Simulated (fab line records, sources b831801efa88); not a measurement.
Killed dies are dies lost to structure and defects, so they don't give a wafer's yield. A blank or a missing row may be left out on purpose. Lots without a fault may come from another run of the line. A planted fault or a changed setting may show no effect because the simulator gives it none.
Which tool did it? | flow sky130 | 15 lots, 45 wafers sampled, at 4 steps of a route of 708

WHAT THE GAUGES READ, wafer by wafer
The record holds no reading of a measuring or inspecting step that can be judged against a usual standard deviation.

WHICH TOOL RAN EACH LOT (tool, then ch and the chambers of the sampled wafers, then the start)
lot  | SKY_NWELL_DEVELOP_22              | SKY_VT_ADJUST_LVTN_STRIP_20          | SKY_SD_N_RTA_14                  | SKY_LOCAL_INTERCONNECT_SPUTTER_00
L977 | litho_track-03 ch 0, day 5 09:00  | plasma_asher-01 ch 0,1, day 7 19:23  | rtp_anneal-02 ch 0, day 27 18:21 | pvd_sputter-04, day 29 01:50
L978 | litho_track-03 ch 0, day 5 20:00  | plasma_asher-02 ch 0,1, day 8 07:16  | rtp_anneal-01 ch 0, day 28 10:56 | pvd_sputter-03, day 29 18:00
L979 | litho_track-03 ch 0, day 5 20:00  | plasma_asher-03 ch 1, day 8 09:49    | rtp_anneal-02 ch 0, day 28 13:50 | pvd_sputter-01, day 29 20:23
L980 | litho_track-02 ch 0, day 6 02:00  | plasma_asher-03 ch 0,1, day 8 14:33  | rtp_anneal-01 ch 0, day 28 23:31 | pvd_sputter-04, day 30 06:46
L981 | litho_track-02 ch 0, day 6 06:00  | plasma_asher-01 ch 0,1, day 8 19:36  | rtp_anneal-02 ch 0, day 29 03:46 | pvd_sputter-01, day 30 10:39
L982 | litho_track-01 ch 0, day 6 13:00  | plasma_asher-03 ch 0,1, day 9 05:00  | rtp_anneal-01 ch 0, day 30 08:47 | pvd_sputter-03, day 31 14:47
L983 | litho_track-01 ch 0, day 6 23:00  | plasma_asher-01 ch 0,1, day 9 15:37  | rtp_anneal-02 ch 0, day 30 11:08 | pvd_sputter-03, day 31 16:48
L985 | litho_track-01 ch 0, day 7 08:00  | plasma_asher-03 ch 0,1, day 10 01:22 | rtp_anneal-02 ch 0, day 30 17:46 | pvd_sputter-04, day 31 23:26
L986 | litho_track-03 ch 0, day 7 14:00  | plasma_asher-03 ch 0,1, day 10 08:26 | rtp_anneal-01 ch 0, day 31 19:08 | pvd_sputter-03, day 33 00:39
L987 | litho_track-02 ch 0, day 7 20:00  | plasma_asher-03 ch 0,1, day 10 15:48 | rtp_anneal-02 ch 0, day 31 22:03 | pvd_sputter-04, day 33 03:45
L990 | litho_track-02, day 8 12:00       | plasma_asher-02 ch 0,1, day 11 09:55 | rtp_anneal-01 ch 0, day 32 18:52 | pvd_sputter-03, day 34 00:25
L991 | litho_track-02, day 9 01:00       | plasma_asher-03 ch 0,1, day 11 21:32 | rtp_anneal-02 ch 0, day 32 20:59 | pvd_sputter-01, day 34 02:29
L992 | litho_track-03, day 9 06:00       | plasma_asher-01 ch 0, day 12 03:25   | rtp_anneal-01 ch 0, day 33 03:45 | pvd_sputter-01, day 34 09:20
L995 | litho_track-03 ch 0, day 9 23:00  | plasma_asher-01 ch 0,1, day 12 23:04 | rtp_anneal-01 ch 0, day 34 01:11 | pvd_sputter-04, day 35 05:46
L100 | litho_track-01 ch 0, day 11 09:00 | plasma_asher-03 ch 0,1, day 14 12:32 | rtp_anneal-01 ch 0, day 35 14:17 | pvd_sputter-03, day 36 17:58
- SKY_NWELL_DEVELOP_22: develop time 60 s.
- SKY_VT_ADJUST_LVTN_STRIP_20: strips in O2/N2.
- SKY_SD_N_RTA_14: time 2 s.
- SKY_LOCAL_INTERCONNECT_SPUTTER_00: material TiN, target thk 100 nm, time 83.3 s.

WHAT THE TOOLS THEMSELVES READ (means of the sampled wafers that have a number; where no wafer has one, the mark that the record gives instead)
SKY_NWELL_DEVELOP_22.
lot  | tool           | chill_plate_temp_C (C) | exhaust_pa (Pa)
L977 | litho_track-03 | 23.22                  | 44.5
L978 | litho_track-03 | 22.92                  | 46.3
L979 | litho_track-03 | 22.96                  | 46.2
L980 | litho_track-02 | 22.93                  | 44.8
L981 | litho_track-02 | 23.01                  | 45.3
L982 | litho_track-01 | 23.06                  | 45.5
L983 | litho_track-01 | 23.09                  | 46.5
L985 | litho_track-01 | 22.83                  | 44.4
L986 | litho_track-03 | 22.98                  | 44.8
L987 | litho_track-02 | 22.92                  | 44.9
L990 | litho_track-02 | -                      | -
L991 | litho_track-02 | -                      | -
L992 | litho_track-03 | -                      | -
L995 | litho_track-03 | 23.12                  | 45.4
L100 | litho_track-01 | 23.11                  | 44.6

SKY_VT_ADJUST_LVTN_STRIP_20.
lot  | tool            | chamber_pressure_mTorr (mTorr) | drypump_motor_current_A (A) | oes_product_au (a.u.) | strip_time_to_endpoint_s (s)
L977 | plasma_asher-01 | 1500.0                         | 5.68                        | 0.715                 | 14.16
L978 | plasma_asher-02 | 1500.1                         | 5.58                        | 0.723                 | 14.20
L979 | plasma_asher-03 | 1499.0                         | 5.69                        | 0.711                 | 14.17
L980 | plasma_asher-03 | 1499.4                         | 5.51                        | 0.713                 | 14.14
L981 | plasma_asher-01 | 1499.7                         | 5.76                        | 0.719                 | 14.17
L982 | plasma_asher-03 | 1500.8                         | 5.31                        | 0.716                 | 14.23
L983 | plasma_asher-01 | 1499.4                         | 5.67                        | 0.712                 | 14.18
L985 | plasma_asher-03 | 1500.4                         | 5.35                        | 0.718                 | 14.20
L986 | plasma_asher-03 | 1500.1                         | 5.51                        | 0.716                 | 14.22
L987 | plasma_asher-03 | 1500.2                         | 5.32                        | 0.718                 | 14.17
L990 | plasma_asher-02 | 1500.7                         | 5.60                        | 0.709                 | 14.20
L991 | plasma_asher-03 | 1498.5                         | 5.34                        | 0.715                 | 14.18
L992 | plasma_asher-01 | 1500.1                         | 5.59                        | 0.712                 | 14.19
L995 | plasma_asher-01 | 1500.0                         | 5.69                        | 0.714                 | 14.15
L100 | plasma_asher-03 | 1499.2                         | 5.33                        | 0.717                 | 14.15

SKY_SD_N_RTA_14.
lot  | tool          | lamp_power_pct (%) | ramp_up_c_per_s | wafer_temp_C_max
L977 | rtp_anneal-02 | 15.73              | 149.99          | 1078.6
L978 | rtp_anneal-01 | 15.74              | 150.01          | 1077.7
L979 | rtp_anneal-02 | 15.74              | 150.01          | 1078.5
L980 | rtp_anneal-01 | 15.78              | 150.01          | 1077.4
L981 | rtp_anneal-02 | 15.74              | 150.01          | 1077.5
L982 | rtp_anneal-01 | 15.77              | 150.01          | 1077.9
L983 | rtp_anneal-02 | 15.74              | 149.98          | 1078.2
L985 | rtp_anneal-02 | 15.81              | 150.03          | 1077.6
L986 | rtp_anneal-01 | 15.74              | 150.00          | 1077.4
L987 | rtp_anneal-02 | 15.74              | 150.00          | 1076.7
L990 | rtp_anneal-01 | 15.74              | 149.99          | 1078.7
L991 | rtp_anneal-02 | 15.68              | 149.97          | 1077.3
L992 | rtp_anneal-01 | 15.78              | 150.00          | 1078.5
L995 | rtp_anneal-01 | 15.69              | 150.04          | 1076.7
L100 | rtp_anneal-01 | 15.74              | 149.97          | 1079.0

SKY_LOCAL_INTERCONNECT_SPUTTER_00.
lot  | tool           | throttle_valve_pct (%)
L977 | pvd_sputter-04 | 29.4
L978 | pvd_sputter-03 | 29.4
L979 | pvd_sputter-01 | 30.5
L980 | pvd_sputter-04 | 30.0
L981 | pvd_sputter-01 | 30.5
L982 | pvd_sputter-03 | 29.4
L983 | pvd_sputter-03 | 29.7
L985 | pvd_sputter-04 | 30.0
L986 | pvd_sputter-03 | 29.6
L987 | pvd_sputter-04 | 30.5
L990 | pvd_sputter-03 | 29.3
L991 | pvd_sputter-01 | 30.5
L992 | pvd_sputter-01 | 30.7
L995 | pvd_sputter-04 | 29.5
L100 | pvd_sputter-03 | 29.6

THE ANSWER, worked out from the rows above alone
Rule: what is usual is taken from the lots themselves. Put in order of their means at a reading, lots are off if they are a third of the lots or fewer, leave a main group of 4 or more, and stand apart from it by a gap of 3 or more times the standard deviation of the main group's means; of several such gaps the widest counts. A main group whose means are all the same, to the digits that the tables above print for the reading, isn't used. A lot without any number at a reading at which 4 lots or more have one is off too. The other lots that the step has rows for count as sound. The gauges are gone through in route order, then the tools' own readings, and for those a lot's mean is taken as printed above. The first step at which some lot is off is used, and at that step the reading that is off furthest; a lot without a number counts as furthest.
Off: L990, L991, L992, at SKY_NWELL_DEVELOP_22 (chill_plate_temp_C). Without a number there: L990, L991, L992. The main group: mean 23.01 C, standard deviation 0.11.
A tool fits if, at that step or a process step before it, it ran every lot that is off, and no sound lot after the first of them. None of those tried fits.

WHAT THE SIMULATOR HAD PUT IN
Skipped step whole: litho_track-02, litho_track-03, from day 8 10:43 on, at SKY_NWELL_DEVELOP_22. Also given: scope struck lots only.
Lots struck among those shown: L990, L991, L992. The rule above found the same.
